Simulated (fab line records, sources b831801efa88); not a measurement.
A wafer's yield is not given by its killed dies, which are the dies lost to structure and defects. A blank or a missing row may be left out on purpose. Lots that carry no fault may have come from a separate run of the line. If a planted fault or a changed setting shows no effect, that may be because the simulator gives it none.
fab line records	flow gf180mcu
record lots=5	wafers=23
route steps=602 shown HV_LDD@179 NSD@237 SAB@268 SALICIDE@281 CONTACT@287
start-h: start of the lot's first displayed wafer, in hours after the record's first day	wait-h: hours from the lot's prior step to this one	" the same as in the row above	L1.1+2: one row covering several wafers at once	- no value, or no start given	* or withheld: withheld	< > ~ a bound
route shown NAME@n: names a module that has steps shown in the file, with the first one's number in the route	usual: mean and standard deviation over wafers with no fault	same: alike in all rows	chamber/n: place in a boat	sites: readings site by site	_std_site: how widely they spread, as a standard deviation	_edge_site: inner sites' mean taken away from outer sites' mean	radius-mm: for every site, how far away it sits from the centre of the wafer	mask NAME#n: copy n	behind: the tool/chamber that last shaped the wafer	hold: the reason the lot was held/the length of the hold in hours/how it ended	device: whichever transistor did not switch (one of n, p or np)	end of line: at the end of the route, the tests of the same wafers	a step given without rows: its recipe and nothing more	killed: at the first sort, the dies lost to defects and structure; wafer yield is something else	map: a wafer's dies, x killed, . not, _ none there
set.NAME: the setting that was run; set.NAME@STEP: the one run at that earlier step	model.NAME: the simulator's own value behind a step, which no gauge read
one table per step and one row per wafer, for lots whose settings were changed on purpose
## steps
# step GF_HV_LDD_SOFTBAKE_03
# recipe temp-c=90	time-s=60	resist=NOVOLAK
lot.wafer	tool	chamber	start-h	wait-h	set.temp-c
L076.2+3+4	litho-track-01	0	216.72	0.1	88.61
L076.5+6	"	0	"	"	90
L077.1+2+6	litho-track-01	0	229.19	0.1	90
L080.1+2+5	litho-track-01	0	252.69	0.1	91.37
L080.3+6	"	0	"	"	90
L082.1+3	litho-track-01	0	262.49	0.1	92.96
L082.2+5+6	"	0	"	"	90
L084.1+5+6	litho-track-01	0	287.04	0.1	86.73
L084.2+3	"	0	"	"	90
# step GF_HV_LDD_EXPOSE_04
# recipe mask-id=Nplus_LV_AREA	target-cd-nm=400	na=0.6	source-shape=conventional	sigma-outer=0.6	dose-mj=138.1
# step GF_HV_LDD_PEB_05
# recipe temp-c=withheld	time-s=*	resist=NOVOLAK
# step GF_HV_LDD_IMPLANT_09
# recipe species=As	energy-kev=40	dose-cm2=1e+14	tilt-deg=7
# step GF_HV_LDD_STRIP_10
# recipe chemistry=O2/N2	power-w=1400	pressure-mtorr=1500	platen-temp-c=250	o2-flow-sccm=3000	n2-flow-sccm=300	overash-fraction=0.5
# usual strip-time-to-endpoint-s=12.62/0.044
lot.wafer	tool	chamber	start-h	wait-h	set.temp-c@HV_LDD_SOFTBAKE_03	strip-time-to-endpoint-s
L076.2	plasma-asher-02	0	226.25	0.1	88.61	12.67
L076.3	"	1	"	"	88.61	12.66
L076.4	"	0	"	"	88.61	12.65
L076.5	"	1	"	"	90	12.64
L076.6	"	0	"	"	90	12.64
L077.1	plasma-asher-04	1	238.92	0.1	90	12.62
L077.2	"	0	"	"	90	12.60
L077.6	"	1	"	"	90	12.60
L080.1	plasma-asher-02	1	262.62	0.1	91.37	12.57
L080.2	"	0	"	"	91.37	12.56
L080.3	"	0	"	"	90	12.65
L080.5	"	0	"	"	91.37	12.60
L080.6	"	1	"	"	90	12.61
L082.1	plasma-asher-04	0	272.22	0.1	92.96	12.62
L082.2	"	1	"	"	90	12.73
L082.3	"	0	"	"	92.96	12.65
L082.5	"	1	"	"	90	12.71
L082.6	"	0	"	"	90	12.71
L084.1	plasma-asher-02	1	297.35	0.1	86.73	12.79
L084.2	"	0	"	"	90	12.65
L084.3	"	0	"	"	90	12.67
L084.5	"	1	"	"	86.73	12.78
L084.6	"	0	"	"	86.73	12.77
# step GF_HV_LDD_IMPLANT_34
# recipe species=P	energy-kev=60	dose-cm2=7.5e+12	tilt-deg=30	rotation-deg=90
lot.wafer	tool	chamber	start-h	wait-h	set.dose-cm2
L076.2+3	implanter-04	0	263.08	0.1	7.5e+12
L076.4+5+6	"	0	"	"	8.581e+12
L077.1+2+6	implanter-04	0	276.70	0.1	7.5e+12
L080.1+2+3+5+6	implanter-04	0	301.65	0.1	7.5e+12
L082.1+6	implanter-04	0	312.47	0.1	7.5e+12
L082.2+3+5	"	0	"	"	6.233e+12
L084.1+2	implanter-01	0	338.45	0.1	7.5e+12
L084.3+5+6	"	0	"	"	7.882e+12
# step GF_HV_LDD_IMPLANT_48
# recipe species=B	energy-kev=25	dose-cm2=3e+13	tilt-deg=7
lot.wafer	tool	chamber	start-h	wait-h	set.energy-kev
L076.2+4	implanter-01	0	283.17	0.0	24.28
L076.3+5+6	"	0	"	"	25
L077.1+2+6	implanter-01	0	296.60	0.0	25
L080.1+2+3+5+6	implanter-01	0	322.70	0.0	25
L082.1+5+6	implanter-03	0	333.31	0.0	25.99
L082.2+3	"	0	"	"	25
L084.1+3+5	implanter-01	0	360.50	0.0	26.39
L084.2+6	"	0	"	"	25
# step GF_HV_LDD_STRIP_49
# recipe chemistry=O2/N2	power-w=1400	pressure-mtorr=1500	platen-temp-c=250	o2-flow-sccm=2864	n2-flow-sccm=300	overash-fraction=0.5
# step GF_HV_LDD_CLEAN_51
# recipe chemistry=SC1/SC2	mix=1:4:20	temp-c=70	time-s=150	dry=n2-spin
# step GF_HV_LDD_RTA_52
# recipe temp-c=1000	time-s=10	ambient=N2
# step GF_HV_LDD_RS_MEAS_53
# recipe thk-meas-gauge=four-point-probe
# usual HV_LDD_RS=418.6/0.76
lot.wafer	tool	chamber	start-h	wait-h	set.dose-cm2@HV_LDD_IMPLANT_34	HV_LDD_RS[ohm/sq]
L076.2	film-metro-04	-	283.59	0.1	7.5e+12	419.0
L076.3	"	-	"	"	7.5e+12	419.4
L076.4	"	-	"	"	8.581e+12	415.8
L076.5	"	-	"	"	8.581e+12	416.3
L076.6	"	-	"	"	8.581e+12	415.8
L077.1	film-metro-02	-	297.03	0.1	7.5e+12	418.7
L077.2	"	-	"	"	7.5e+12	417.7
L077.6	"	-	"	"	7.5e+12	419.6
L080.1	film-metro-03	-	323.13	0.1	7.5e+12	418.2
L080.2	"	-	"	"	7.5e+12	419.0
L080.3	"	-	"	"	7.5e+12	418.2
L080.5	"	-	"	"	7.5e+12	417.9
L080.6	"	-	"	"	7.5e+12	419.0
L082.1	film-metro-04	-	333.74	0.1	7.5e+12	417.0
L082.2	"	-	"	"	6.233e+12	420.7
L082.3	"	-	"	"	6.233e+12	421.7
L082.5	"	-	"	"	6.233e+12	421.5
L082.6	"	-	"	"	7.5e+12	418.6
L084.1	film-metro-02	-	360.92	0.1	7.5e+12	417.7
L084.2	"	-	"	"	7.5e+12	417.1
L084.3	"	-	"	"	7.882e+12	416.5
L084.5	"	-	"	"	7.882e+12	416.9
L084.6	"	-	"	"	7.882e+12	417.0
# step GF_NSD_COAT_02
# recipe resist=NOVOLAK	spin-rpm=3000	resist-thk-nm=1000
lot.wafer	tool	chamber	start-h	wait-h	set.resist-thk-nm	model.NOVOLAK_of_NSD_COAT_02.thk-nm
L076.2	litho-track-02	0	296.10	0.1	1025	1021
L076.3	"	0	"	"	1000	1001
L076.4	"	0	"	"	1000	996.3
L076.5+6	"	0	"	"	1025	1022
L077.1	litho-track-03	0	310.84	0.1	1000	996.8
L077.2	"	0	"	"	1000	997.7
L077.6	"	0	"	"	1000	999.2
L080.1	litho-track-03	0	336.54	0.1	1000	996.3
L080.2	"	0	"	"	1000	996.6
L080.3	"	0	"	"	1000	995.4
L080.5	"	0	"	"	1000	998.2
L080.6	"	0	"	"	1000	997.8
L082.1	litho-track-02	0	346.47	0.1	970	974.8
L082.2+5	"	0	"	"	1000	1003
L082.3	"	0	"	"	970	973.7
L082.6	"	0	"	"	970	971.9
L084.1	litho-track-02	0	374.42	0.1	1000	1002
L084.2+3+5+6	"	0	"	"	1000	1003
# step GF_NSD_IMPLANT_10
# recipe species=P	energy-kev=40	dose-cm2=5e+14	tilt-deg=7
lot.wafer	tool	chamber	start-h	wait-h	set.energy-kev	model.implant.rp-nm	model.implant.drp-nm
L076.2+3+4	implanter-04	0	306.29	0.1	37.18	45.49	19.88
L076.5+6	"	0	"	"	40	48.87	21.16
L077.1+2+6	implanter-01	0	321.72	0.1	40	49.05	21.16
L080.1+5+6	implanter-02	0	347.41	0.1	40	48.13	21.16
L080.2+3	"	0	"	"	38.56	46.43	20.51
L082.1+2+3+5+6	implanter-04	0	357.68	0.1	40	48.99	21.16
L084.1+3+6	implanter-01	0	386.40	0.1	40.92	48.73	21.57
L084.2+5	"	0	"	"	40	47.65	21.16
# step GF_NSD_STRIP_11
# recipe chemistry=O2/N2	power-w=1400	pressure-mtorr=1500	platen-temp-c=250	o2-flow-sccm=3000	n2-flow-sccm=300	overash-fraction=0.5
# usual strip-time-to-endpoint-s=22.97/0.043
lot.wafer	tool	chamber	start-h	wait-h	set.resist-thk-nm@NSD_COAT_02	strip-time-to-endpoint-s
L076.2	plasma-asher-03	1	306.42	0.1	1025	23.11
L076.3	"	1	"	"	1000	22.86
L076.4	"	0	"	"	1000	22.83
L076.5	"	0	"	"	1025	23.23
L076.6	"	1	"	"	1025	23.21
L077.1	plasma-asher-02	0	321.87	0.1	1000	22.93
L077.2	"	1	"	"	1000	22.96
L077.6	"	0	"	"	1000	22.96
L080.1	plasma-asher-03	0	347.56	0.1	1000	22.88
L080.2	"	1	"	"	1000	22.82
L080.3	"	1	"	"	1000	22.86
L080.5	"	0	"	"	1000	22.89
L080.6	"	1	"	"	1000	22.92
L082.1	plasma-asher-02	1	357.83	0.1	970	22.67
L082.2	"	0	"	"	1000	23.00
L082.3	"	0	"	"	970	22.66
L082.5	"	0	"	"	1000	22.98
L082.6	"	1	"	"	970	22.64
L084.1	plasma-asher-01	1	386.55	0.1	1000	23.01
L084.2	"	0	"	"	1000	22.98
L084.3	"	0	"	"	1000	23.02
L084.5	"	0	"	"	1000	22.98
L084.6	"	1	"	"	1000	23.01
# step GF_SAB_COAT_04
# recipe resist=NOVOLAK	spin-rpm=3000	resist-thk-nm=1000
lot.wafer	tool	chamber	start-h	wait-h	set.resist-thk-nm	model.NOVOLAK_of_SAB_COAT_04.thk-nm
L076.2	litho-track-04	0	337.93	0.1	1000	995.4
L076.3	"	0	"	"	1000	995.8
L076.4	"	0	"	"	957.5	953.5
L076.5	"	0	"	"	957.5	950.8
L076.6	"	0	"	"	1000	997.1
L077.1	litho-track-02	0	353.57	0.1	1000	998.5
L077.2	"	0	"	"	1000	1003
L077.6	"	0	"	"	1000	1000
L080.1	litho-track-01	0	380.84	0.1	966.7	964.2
L080.2	"	0	"	"	966.7	966
L080.3	"	0	"	"	966.7	966.4
L080.5	"	0	"	"	1000	1002
L080.6	"	0	"	"	1000	1003
L082.1	litho-track-04	0	392.01	0.1	1000	997.9
L082.2	"	0	"	"	947.7	946.1
L082.3	"	0	"	"	947.7	946.4
L082.5	"	0	"	"	947.7	950.2
L082.6	"	0	"	"	1000	1002
L084.1	litho-track-01	0	421.94	0.1	964	962.7
L084.2	"	0	"	"	1000	1001
L084.3	"	0	"	"	1000	999.3
L084.5	"	0	"	"	964	961.9
L084.6	"	0	"	"	964	960.3
# step GF_SAB_SOFTBAKE_05
# recipe temp-c=90	time-s=61.31	resist=NOVOLAK
# step GF_SAB_EXPOSE_06
# recipe mask-id=SAB	target-cd-nm=420	na=0.6	source-shape=conventional	sigma-outer=0.6	dose-mj=140
# step GF_SAB_PEB_07
# recipe temp-c=withheld	time-s=*	resist=NOVOLAK
# step GF_SAB_DEVELOP_08
# recipe develop-time-s=60	dev-temp-c=23
# step GF_SAB_CD_MEAS_09
# recipe target-cd-nm=420
# usual cd-nm=421.6/1.9
lot.wafer	tool	chamber	start-h	wait-h	set.resist-thk-nm@SAB_COAT_04	cd-nm
L076.2	cd-sem-01	-	348.38	0.1	1000	419.9
L076.3	"	-	"	"	1000	421.1
L076.4	"	-	"	"	957.5	416.8
L076.5	"	-	"	"	957.5	418.9
L076.6	"	-	"	"	1000	420.7
L077.1	cd-sem-02	-	365.07	0.1	1000	424.3
L077.2	"	-	"	"	1000	424.3
L077.6	"	-	"	"	1000	425.8
L080.1	cd-sem-01	-	392.61	0.1	966.7	415.2
L080.2	"	-	"	"	966.7	417.7
L080.3	"	-	"	"	966.7	416.5
L080.5	"	-	"	"	1000	420.5
L080.6	"	-	"	"	1000	420.9
L082.1	cd-sem-01	-	403.87	0.1	1000	420.1
L082.2	"	-	"	"	947.7	416.0
L082.3	"	-	"	"	947.7	416.1
L082.5	"	-	"	"	947.7	414.9
L082.6	"	-	"	"	1000	421.5
L084.1	cd-sem-02	-	434.31	0.1	964	418.5
L084.2	"	-	"	"	1000	421.4
L084.3	"	-	"	"	1000	421.8
L084.5	"	-	"	"	964	418.7
L084.6	"	-	"	"	964	417.6
# step GF_SAB_ETCH_11
# recipe chemistry=C4F8/O2/Ar	mask-material=NOVOLAK	target=SiO2	target-depth-nm=55	source-w=1500	bias-w=1200	pressure-mtorr=40	c4f8-flow-sccm=withheld	O2_flow_sccm=6	Ar_flow_sccm=300	time-s=8.5
lot.wafer	tool	chamber	start-h	wait-h	set.resist-thk-nm@SAB_COAT_04	model.SAB.cd-nm
L076.2	rie-diel-03	2	348.51	0.0	1000	420.2
L076.3	"	0	"	"	1000	421
L076.4	"	3	"	"	957.5	416.2
L076.5	"	0	"	"	957.5	418.7
L076.6	"	1	"	"	1000	421.1
L077.1	rie-diel-03	3	365.23	0.0	1000	424.2
L077.2	"	0	"	"	1000	424.5
L077.6	"	0	"	"	1000	425.8
L080.1	rie-diel-04	1	392.77	0.0	966.7	415.2
L080.2	"	0	"	"	966.7	417.8
L080.3	"	3	"	"	966.7	417
L080.5	"	1	"	"	1000	420.4
L080.6	"	0	"	"	1000	420.8
L082.1	rie-diel-04	2	404.03	0.0	1000	420.3
L082.2	"	0	"	"	947.7	415.9
L082.3	"	1	"	"	947.7	416.1
L082.5	"	1	"	"	947.7	414.7
L082.6	"	2	"	"	1000	422.1
L084.1	rie-diel-04	1	434.46	0.0	964	419.3
L084.2	"	3	"	"	1000	421.8
L084.3	"	2	"	"	1000	421.9
L084.5	"	0	"	"	964	418.8
L084.6	"	1	"	"	964	418
# step GF_SAB_WET_ETCH_12
# recipe chemistry=dHF	target-depth-nm=22	dry=n2-spin	target=SiO2	temp-c=25	dilution=100:1	time-s=440
# step GF_SAB_STRIP_13
# recipe chemistry=O2/N2	power-w=1400	pressure-mtorr=1500	platen-temp-c=250	o2-flow-sccm=3000	n2-flow-sccm=300	overash-fraction=0.5
# usual strip-time-to-endpoint-s=12.61/0.037
lot.wafer	tool	chamber	start-h	wait-h	set.resist-thk-nm@SAB_COAT_04	strip-time-to-endpoint-s
L076.2	plasma-asher-03	1	348.80	0.0	1000	12.55
L076.3	"	0	"	"	1000	12.56
L076.4	"	1	"	"	957.5	12.05
L076.5	"	0	"	"	957.5	12.04
L076.6	"	1	"	"	1000	12.56
L077.1	plasma-asher-02	0	365.40	0.0	1000	12.58
L077.2	"	1	"	"	1000	12.62
L077.6	"	0	"	"	1000	12.59
L080.1	plasma-asher-04	1	392.92	0.0	966.7	12.18
L080.2	"	0	"	"	966.7	12.20
L080.3	"	1	"	"	966.7	12.19
L080.5	"	0	"	"	1000	12.62
L080.6	"	1	"	"	1000	12.64
L082.1	plasma-asher-03	1	404.18	0.0	1000	12.57
L082.2	"	0	"	"	947.7	11.99
L082.3	"	0	"	"	947.7	11.98
L082.5	"	1	"	"	947.7	12.02
L082.6	"	0	"	"	1000	12.64
L084.1	plasma-asher-04	1	434.77	0.0	964	12.19
L084.2	"	0	"	"	1000	12.60
L084.3	"	0	"	"	1000	12.59
L084.5	"	0	"	"	964	12.17
L084.6	"	1	"	"	964	12.14
# step GF_SALICIDE_SPUTTER_03
# recipe material=TiN	target-thk-nm=20	power-w=6500	time-s=16.7	chamber-pressure-pa=0.4
lot.wafer	tool	chamber	start-h	wait-h	set.power-w	model.TiN_of_SALICIDE_SPUTTER_03.thk-nm
L076.2	pvd-sputter-02	-	349.05	0.0	5982	18.68
L076.3	"	-	"	"	6500	20.18
L076.4	"	-	"	"	6500	20.15
L076.5	"	-	"	"	5982	18.71
L076.6	"	-	"	"	6500	19.92
L077.1	pvd-sputter-02	-	365.62	0.0	6500	19.62
L077.2	"	-	"	"	6500	19.65
L077.6	"	-	"	"	6500	19.77
L080.1+5	pvd-sputter-04	-	393.14	0.0	6500	20.12
L080.2	"	-	"	"	6500	19.95
L080.3	"	-	"	"	5919	18.08
L080.6	"	-	"	"	5919	18.52
L082.1	pvd-sputter-04	-	404.40	0.0	6500	20.11
L082.2	"	-	"	"	6908	21.27
L082.3	"	-	"	"	6500	19.9
L082.5	"	-	"	"	6500	19.95
L082.6	"	-	"	"	6908	21.13
L084.1	pvd-sputter-01	-	434.98	0.0	6091	18.98
L084.2	"	-	"	"	6500	20.14
L084.3	"	-	"	"	6500	19.67
L084.5	"	-	"	"	6500	20.09
L084.6	"	-	"	"	6091	18.85
# step GF_SALICIDE_THK_MEAS_05
# recipe thk-meas-gauge=xrf	reads=TiN_of_SALICIDE_SPUTTER_03
# usual SALICIDE_TIN_THK=19.80/0.25
lot.wafer	tool	chamber	start-h	wait-h	set.power-w@SALICIDE_SPUTTER_03	SALICIDE_TIN_THK[nm]
L076.2	film-metro-03	-	349.20	0.1	5982	18.61
L076.3	"	-	"	"	6500	20.11
L076.4	"	-	"	"	6500	19.96
L076.5	"	-	"	"	5982	18.64
L076.6	"	-	"	"	6500	19.80
L077.1	film-metro-01	-	365.77	0.1	6500	19.35
L077.2	"	-	"	"	6500	19.47
L077.6	"	-	"	"	6500	19.56
L080.1	film-metro-03	-	393.28	0.1	6500	19.96
L080.2	"	-	"	"	6500	19.88
L080.3	"	-	"	"	5919	17.98
L080.5	"	-	"	"	6500	19.99
L080.6	"	-	"	"	5919	18.41
L082.1	film-metro-02	-	404.55	0.1	6500	19.92
L082.2	"	-	"	"	6908	21.07
L082.3	"	-	"	"	6500	19.66
L082.5	"	-	"	"	6500	19.67
L082.6	"	-	"	"	6908	20.92
L084.1	film-metro-01	-	435.13	0.1	6091	18.89
L084.2	"	-	"	"	6500	20.06
L084.3	"	-	"	"	6500	19.49
L084.5	"	-	"	"	6500	20.01
L084.6	"	-	"	"	6091	18.73
# step GF_CONTACT_CVD_00
# recipe material=SiO2	target-thk-nm=300	sigma-open-frac=0.3	temp-c=400	time-s=50	sih4-flow-sccm=60	pressure-mtorr=6
lot.wafer	tool	chamber	start-h	wait-h	set.sih4-flow-sccm	model.SiO2_of_CONTACT_CVD_00.thk-nm
L076.2	hdpcvd-02	0	349.55	0.1	66.4	326.8
L076.3	"	2	"	"	66.4	321.3
L076.4	"	2	"	"	60	292.5
L076.5	"	1	"	"	60	295.2
L076.6	"	0	"	"	60	293
L077.1	hdpcvd-02	0	366.12	0.1	60	300.7
L077.2	"	2	"	"	60	293.7
L077.6	"	1	"	"	60	297.8
L080.1	hdpcvd-01	2	393.64	0.1	67.11	339.2
L080.2	"	1	"	"	60	298.7
L080.3	"	0	"	"	67.11	338.2
L080.5	"	0	"	"	60	305.9
L080.6	"	1	"	"	67.11	335.8
L082.1	hdpcvd-02	2	404.91	0.1	60	299.2
L082.2	"	0	"	"	57.02	281.8
L082.3	"	1	"	"	57.02	284.3
L082.5	"	2	"	"	60	297.7
L082.6	"	1	"	"	57.02	284.2
L084.1	hdpcvd-02	0	435.48	0.1	60	295.3
L084.2	"	1	"	"	67.29	333.4
L084.3	"	2	"	"	67.29	331.7
L084.5	"	0	"	"	60	295.5
L084.6	"	1	"	"	67.29	333.9
# step GF_CONTACT_THK_MEAS_01
# recipe reads=SiO2_of_CONTACT_CVD_00
# usual CONTACT_CVD_00_THK=298/3.1
lot.wafer	tool	chamber	start-h	wait-h	set.sih4-flow-sccm@CONTACT_CVD_00	CONTACT_CVD_00_THK[nm]
L076.2	film-metro-02	-	349.61	0.0	66.4	327
L076.3	"	-	"	"	66.4	321
L076.4	"	-	"	"	60	293
L076.5	"	-	"	"	60	295
L076.6	"	-	"	"	60	293
L077.1	film-metro-02	-	366.16	0.0	60	301
L077.2	"	-	"	"	60	293
L077.6	"	-	"	"	60	298
L080.1	film-metro-03	-	393.69	0.0	67.11	339
L080.2	"	-	"	"	60	299
L080.3	"	-	"	"	67.11	338
L080.5	"	-	"	"	60	306
L080.6	"	-	"	"	67.11	336
L082.1	film-metro-04	-	404.95	0.0	60	299
L082.2	"	-	"	"	57.02	282
L082.3	"	-	"	"	57.02	285
L082.5	"	-	"	"	60	298
L082.6	"	-	"	"	57.02	284
L084.1	film-metro-02	-	435.53	0.0	60	295
L084.2	"	-	"	"	67.29	333
L084.3	"	-	"	"	67.29	332
L084.5	"	-	"	"	60	295
L084.6	"	-	"	"	67.29	334
# step GF_CONTACT_ETCH_16
# recipe chemistry=N2/H2	target-depth-a=withheld	overetch-a=withheld	time-s=withheld	target=BARC	ion-energy-ev=200	source-w=500	bias-w=100	pressure-mtorr=30	n2-flow-sccm=100	h2-flow-sccm=200
lot.wafer	tool	chamber	start-h	wait-h	set.bias-w
L076.2+3+5	rie-diel-03	1,0,0	372.06	0.0	100
L076.4+6	"	3	"	"	92.35
L077.1+2+6	rie-diel-03	3,0,1	389.50	0.0	100
L080.1+2+3+5+6	rie-diel-04	3,1,2,2,3	417.85	0.0	100
L082.1+2+6	rie-diel-03	2,0,3	429.05	0.0	100
L082.3+5	"	3,0	"	"	89
L084.1+3+6	rie-diel-04	0,2,2	460.21	0.0	92.29
L084.2+5	"	3,1	"	"	100
# step GF_CONTACT_ETCH_17
# recipe chemistry=C4F8/O2/Ar	mask-material=KrF	target=SiO2	stop-on=CoSi2	source-w=1500	bias-w=1200	pressure-mtorr=40	c4f8-flow-sccm=withheld	O2_flow_sccm=6	Ar_flow_sccm=300	time-s=withheld	target-depth-a=8600
lot.wafer	tool	chamber	start-h	wait-h	set.sih4-flow-sccm@CONTACT_CVD_00	model.CONTACT.feature-depth-nm	model.etch.depth-nm
L076.2	rie-diel-03	1	-	-	66.4	887.1	-
L076.3	"	0	"	"	66.4	880.4	-
L076.4	"	3	"	"	60	851.6	851.6
L076.5	"	0	"	"	60	855.2	-
L076.6	"	3	"	"	60	851.8	-
L077.1	rie-diel-03	3	-	-	60	862.3	862.3
L077.2	"	0	"	"	60	853.5	853.5
L077.6	"	1	"	"	60	856.9	856.9
L080.1	rie-diel-04	3	-	-	67.11	898.2	-
L080.2	"	1	"	"	60	859.5	859.5
L080.3	"	2	"	"	67.11	898.6	-
L080.5	"	2	"	"	60	867.7	-
L080.6	"	3	"	"	67.11	897	897
L082.1	rie-diel-03	2	-	-	60	858.5	-
L082.2	"	0	"	"	57.02	843.4	-
L082.3	"	3	"	"	57.02	845.7	-
L082.5	"	0	"	"	60	858.8	858.8
L082.6	"	3	"	"	57.02	846.1	-
L084.1	rie-diel-04	0	-	-	60	857.1	-
L084.2	"	3	"	"	67.29	894	894
L084.3	"	2	"	"	67.29	894.2	-
L084.5	"	1	"	"	60	857.7	857.7
L084.6	"	2	"	"	67.29	895	-
## key
split step=GF_HV_LDD_SOFTBAKE_03	setting=temp-c	stated=90	by=wafer
response step=GF_HV_LDD_STRIP_10	reading=strip-time-to-endpoint-s	change=*	per=1%	r=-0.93
split step=GF_HV_LDD_IMPLANT_34	setting=dose-cm2	stated=7.5e+12	by=wafer
response step=GF_HV_LDD_RS_MEAS_53	reading=HV_LDD_RS	change=-0.209	per=1%	r=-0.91
split step=GF_HV_LDD_IMPLANT_48	setting=energy-kev	stated=25	by=wafer
response none clear
split step=GF_NSD_COAT_02	setting=resist-thk-nm	stated=1000	by=wafer
response step=GF_NSD_COAT_02	reading=model.NOVOLAK_of_NSD_COAT_02.thk-nm	change=+9.58	per=1%	r=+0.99
response step=GF_NSD_STRIP_11	reading=strip-time-to-endpoint-s	change=*	per=1%	r=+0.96
split step=GF_NSD_IMPLANT_10	setting=energy-kev	stated=40	by=wafer
response step=GF_NSD_IMPLANT_10	reading=model.implant.rp-nm	change=+0.477	per=1%	r=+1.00
response step=GF_NSD_IMPLANT_10	reading=model.implant.drp-nm	change=+0.181	per=1%	r=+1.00
split step=GF_SAB_COAT_04	setting=resist-thk-nm	stated=1000	by=wafer
response step=GF_SAB_COAT_04	reading=model.NOVOLAK_of_SAB_COAT_04.thk-nm	change=+10.4	per=1%	r=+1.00
response step=GF_SAB_CD_MEAS_09	reading=cd-nm	change=+0.927	per=1%	r=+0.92
response step=GF_SAB_ETCH_11	reading=model.SAB.cd-nm	change=+0.978	per=1%	r=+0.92
response step=GF_SAB_STRIP_13	reading=strip-time-to-endpoint-s	change=*	per=1%	r=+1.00
split step=GF_SALICIDE_SPUTTER_03	setting=power-w	stated=6500	by=wafer
response step=GF_SALICIDE_SPUTTER_03	reading=model.TiN_of_SALICIDE_SPUTTER_03.thk-nm	change=+0.185	per=1%	r=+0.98
response step=GF_SALICIDE_THK_MEAS_05	reading=SALICIDE_TIN_THK	change=+0.183	per=1%	r=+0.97
split step=GF_CONTACT_CVD_00	setting=sih4-flow-sccm	stated=60	by=wafer
response step=GF_CONTACT_CVD_00	reading=model.SiO2_of_CONTACT_CVD_00.thk-nm	change=+3	per=1%	r=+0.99
response step=GF_CONTACT_THK_MEAS_01	reading=CONTACT_CVD_00_THK	change=+3	per=1%	r=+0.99
response step=GF_CONTACT_ETCH_17	reading=model.CONTACT.feature-depth-nm	change=+2.94	per=1%	r=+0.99
response step=GF_CONTACT_ETCH_17	reading=model.etch.depth-nm	change=+3.07	per=1%	r=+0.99
split step=GF_CONTACT_ETCH_16	setting=bias-w	stated=100	by=wafer
response none clear
